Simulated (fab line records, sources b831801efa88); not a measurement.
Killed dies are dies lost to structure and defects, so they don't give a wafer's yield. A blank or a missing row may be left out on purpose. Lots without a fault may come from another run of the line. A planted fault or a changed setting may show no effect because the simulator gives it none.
Which tool did it? | flow gf180mcu | 11 lots, 33 wafers sampled, at 7 steps of a route of 602

WHAT THE GAUGES READ, wafer by wafer
GF_VT_IMPLANT_RS_MEAS_48: measures by four-point-probe. Usual: LVPWELL_RS 1196.7 ohm/sq, standard deviation 2.9.
lot  | measured     | on            | LVPWELL_RS (ohm/sq)  | flag
L572 | day 8 11:53  | film_metro-01 | 1200.6 1201.1 1200.9 |
L574 | day 9 04:08  | film_metro-03 | 1193.7 1193.5 1193.6 |
L575 | day 9 12:55  | film_metro-02 | 1197.2 1196.3 1195.0 |
L576 | day 10 00:55 | film_metro-01 | 1199.0 1201.6 1199.9 |
L577 | day 10 01:13 | film_metro-02 | 1201.9 1201.7 1200.8 |
L578 | day 10 07:02 | film_metro-01 | 1196.0 1195.1 1199.9 |
L579 | day 10 17:47 | film_metro-01 | 1200.0 1200.6 1198.2 |
L583 | day 11 15:26 | film_metro-01 | 1198.1 1200.5 1195.6 |
L586 | day 12 11:48 | film_metro-01 | 1197.3 1198.8 1198.5 |
L589 | day 13 05:49 | film_metro-01 | 1198.8 1197.9 1192.6 |
L592 | day 14 03:53 | film_metro-02 | 1192.7 1189.0 1189.4 |

GF_HV_LDD_CD_MEAS_07: target cd 400 nm. Usual: cd_nm 399.6 nm, standard deviation 2.4.
lot  | measured     | on        | cd_nm (nm)        | flag
L572 | day 11 07:10 | cd_sem-02 | 399.2 397.3 398.3 |
L574 | day 12 01:04 | cd_sem-02 | 402.5 400.2 400.3 |
L575 | day 12 07:16 | cd_sem-02 | 402.5 401.4 402.7 |
L576 | day 12 23:04 | cd_sem-02 | 398.3 397.7 397.5 |
L577 | day 12 23:16 | cd_sem-01 | 396.5 398.5 398.4 |
L578 | day 13 02:58 | cd_sem-02 | 398.2 398.0 400.5 |
L579 | day 13 11:53 | cd_sem-02 | 400.9 397.9 398.0 |
L583 | day 14 14:25 | cd_sem-02 | 398.4 399.4 398.1 |
L586 | day 15 10:55 | cd_sem-01 | 402.6 403.9 403.4 |
L589 | day 16 06:31 | cd_sem-02 | - - -             | OFF
L592 | day 17 08:23 | cd_sem-01 | 400.8 401.4 397.8 |

GF_HV_LDD_TW_MEAS_11. Usual: HV_LDD_TW 2403, standard deviation 14.
lot  | measured     | on            | HV_LDD_TW      | flag
L572 | day 11 07:33 | film_metro-03 | 2388 2373 2384 |
L574 | day 12 01:28 | film_metro-01 | 2412 2420 2417 |
L575 | day 12 07:40 | film_metro-02 | 2379 2376 2386 |
L576 | day 12 23:29 | film_metro-03 | 2382 2404 2386 |
L577 | day 12 23:41 | film_metro-01 | 2416 2421 2418 |
L578 | day 13 03:23 | film_metro-01 | 2418 2406 2399 |
L579 | day 13 12:17 | film_metro-02 | 2410 2405 2394 |
L583 | day 14 14:49 | film_metro-01 | 2401 2413 2411 |
L586 | day 15 11:18 | film_metro-01 | 2415 2404 2420 |
L589 | day 16 06:55 | film_metro-03 | 30 30 30       | OFF
L592 | day 17 08:47 | film_metro-02 | 2369 2373 2380 |

GF_HV_LDD_TW_MEAS_23. Usual: HV_LDD_2_TW 1051, standard deviation 5.5.
lot  | measured     | on            | HV_LDD_2_TW    | flag
L572 | day 12 02:29 | film_metro-02 | 1047 1049 1045 |
L574 | day 12 21:49 | film_metro-01 | 1064 1054 1065 |
L575 | day 13 04:16 | film_metro-01 | 1053 1052 1055 |
L576 | day 13 19:43 | film_metro-03 | 1048 1044 1047 |
L577 | day 13 20:01 | film_metro-01 | 1053 1051 1057 |
L578 | day 14 00:02 | film_metro-01 | 1052 1053 1056 |
L579 | day 14 08:38 | film_metro-01 | 1057 1050 1050 |
L583 | day 15 12:11 | film_metro-01 | 1055 1055 1056 |
L586 | day 16 09:54 | film_metro-01 | 1051 1043 1049 |
L589 | day 17 05:46 | film_metro-01 | 2466 2456 2444 | OFF
L592 | day 18 08:35 | film_metro-01 | 1060 1056 1049 |

WHICH TOOL RAN EACH LOT (tool, then ch and the chambers of the sampled wafers, then the start)
lot  | GF_POLY_GATE_ETCH_12               | GF_HV_LDD_EXPOSE_04                 | GF_HV_LDD_STRIP_22
L572 | rie_diel-03 ch 0,2, day 10 04:50   | iline_stepper-02 ch 0, day 10 21:20 | plasma_asher-03 ch 0,1, day 12 02:25
L574 | rie_diel-03 ch 1,2, day 11 01:20   | iline_stepper-01 ch 0, day 11 15:22 | plasma_asher-01 ch 0,1, day 12 21:43
L575 | rie_diel-03 ch 0,1,3, day 11 11:29 | iline_stepper-01 ch 0, day 11 22:10 | plasma_asher-01 ch 0,1, day 13 04:10
L576 | rie_diel-02 ch 0,1,2, day 12 02:01 | iline_stepper-01 ch 0, day 12 13:25 | plasma_asher-03 ch 0,1, day 13 19:37
L577 | rie_diel-03 ch 2,3, day 12 01:55   | iline_stepper-02 ch 0, day 12 13:40 | plasma_asher-01 ch 0,1, day 13 19:55
L578 | rie_diel-03 ch 0,3, day 12 05:46   | iline_stepper-01 ch 0, day 12 17:33 | plasma_asher-01 ch 0,1, day 13 23:56
L579 | rie_diel-02 ch 2,3, day 12 13:10   | iline_stepper-01 ch 0, day 13 01:38 | plasma_asher-01 ch 0,1, day 14 08:32
L583 | rie_diel-02 ch 2,3, day 13 12:35   | iline_stepper-01 ch 0, day 14 04:14 | plasma_asher-02 ch 0,1, day 15 12:05
L586 | rie_diel-04 ch 0,1, day 14 11:55   | iline_stepper-01 ch 0, day 14 23:53 | plasma_asher-03 ch 0,1, day 16 09:49
L589 | rie_diel-03 ch 0,1, day 15 05:47   | iline_stepper-01 ch 0, day 15 19:02 | plasma_asher-01 ch 0,1, day 17 05:40
L592 | rie_diel-03 ch 0,1,2, day 16 08:04 | iline_stepper-01 ch 0, day 16 20:58 | plasma_asher-02 ch 1, day 18 08:28
- GF_POLY_GATE_ETCH_12: etches BARC in N2/H2.
- GF_HV_LDD_EXPOSE_04: exposes mask Nplus LV AREA, target cd 400 nm.
- GF_HV_LDD_STRIP_22: strips in O2/N2.

WHAT THE TOOLS THEMSELVES READ (means of the sampled wafers that have a number; where no wafer has one, the mark that the record gives instead)
GF_POLY_GATE_ETCH_12. Usual: drypump_motor_current_A 5.6 A, standard deviation 0.49; oes_product_au 0.735 a.u., standard deviation 0.0044; throttle_valve_pct 13.214 %, standard deviation 0.0094.
lot  | tool        | drypump_motor_current_A (A) | oes_product_au (a.u.) | throttle_valve_pct (%) | flag
L572 | rie_diel-03 | 5.4                         | 0.738                 | 13.209                 |
L574 | rie_diel-03 | 5.5                         | 0.734                 | 13.219                 |
L575 | rie_diel-03 | 5.6                         | 0.734                 | 13.212                 |
L576 | rie_diel-02 | 5.4                         | 0.733                 | 13.220                 |
L577 | rie_diel-03 | 5.5                         | 0.736                 | 13.209                 |
L578 | rie_diel-03 | 5.5                         | 0.734                 | 13.220                 |
L579 | rie_diel-02 | 5.3                         | 0.735                 | 13.209                 |
L583 | rie_diel-02 | 5.1                         | 0.734                 | 13.218                 |
L586 | rie_diel-04 | 5.6                         | 0.734                 | 13.220                 |
L589 | rie_diel-03 | 5.5                         | 0.733                 | 13.229                 |
L592 | rie_diel-03 | 5.5                         | 0.737                 | 13.210                 |

GF_HV_LDD_EXPOSE_04. Usual: stage_vel_mm_s 500.01 mm/s, standard deviation 0.24.
lot  | tool             | stage_vel_mm_s (mm/s) | flag
L572 | iline_stepper-02 | 499.94                |
L574 | iline_stepper-01 | 499.86                |
L575 | iline_stepper-01 | 500.30                |
L576 | iline_stepper-01 | 500.12                |
L577 | iline_stepper-02 | 500.00                |
L578 | iline_stepper-01 | 500.01                |
L579 | iline_stepper-01 | 500.07                |
L583 | iline_stepper-01 | 500.18                |
L586 | iline_stepper-01 | 500.09                |
L589 | iline_stepper-01 | 499.66                |
L592 | iline_stepper-01 | 500.15                |

GF_HV_LDD_STRIP_22. Usual: drypump_motor_current_A 6.0 A, standard deviation 0.5; heater_power_w 330 W, standard deviation 34; oes_product_au 0.716 a.u., standard deviation 0.0044; strip_time_to_endpoint_s 12.633 s, standard deviation 0.029.
lot  | tool            | drypump_motor_current_A (A) | heater_power_w (W) | oes_product_au (a.u.) | strip_time_to_endpoint_s (s) | flag
L572 | plasma_asher-03 | 6.3                         | 321                | 0.718                 | 12.642                       |
L574 | plasma_asher-01 | 5.7                         | 344                | 0.719                 | 12.603                       |
L575 | plasma_asher-01 | 6.1                         | 360                | 0.718                 | 12.655                       |
L576 | plasma_asher-03 | 6.0                         | 348                | 0.719                 | 12.644                       |
L577 | plasma_asher-01 | 6.1                         | 355                | 0.713                 | 12.663                       |
L578 | plasma_asher-01 | 6.1                         | 357                | 0.720                 | 12.611                       |
L579 | plasma_asher-01 | 6.0                         | 356                | 0.716                 | 12.635                       |
L583 | plasma_asher-02 | 6.0                         | 294                | 0.715                 | 12.581                       |
L586 | plasma_asher-03 | 6.0                         | 347                | 0.715                 | 12.680                       |
L589 | plasma_asher-01 | 6.0                         | 355                | 0.717                 | 12.611                       |
L592 | plasma_asher-02 | 6.4                         | 279                | 0.717                 | 12.632                       |

THE ANSWER, worked out from the rows above alone
Rule: a lot is off if the mean of its wafers that have a number lies more than 3 standard deviations from the usual mean. A lot without any number at a reading at which 4 lots or more have one is off too. The other lots that the step has rows for count as sound. The gauges are gone through in route order, then the tools' own readings, and for those a lot's mean is taken as printed above. The first step at which some lot is off is used, and at that step the reading that is off furthest; a lot without a number counts as furthest.
Off: L589, at GF_HV_LDD_CD_MEAS_07 (cd_nm). Without a number there: L589.
A tool fits if, at a process step before that reading, it ran every lot that is off, and no sound lot after the first of them. The gauges at GF_HV_LDD_CD_MEAS_07 aren't tried: what is off there is off at GF_HV_LDD_TW_MEAS_11 too, on other tools, and a gauge's error can't cause that. None of those tried fits.

WHAT THE SIMULATOR HAD PUT IN
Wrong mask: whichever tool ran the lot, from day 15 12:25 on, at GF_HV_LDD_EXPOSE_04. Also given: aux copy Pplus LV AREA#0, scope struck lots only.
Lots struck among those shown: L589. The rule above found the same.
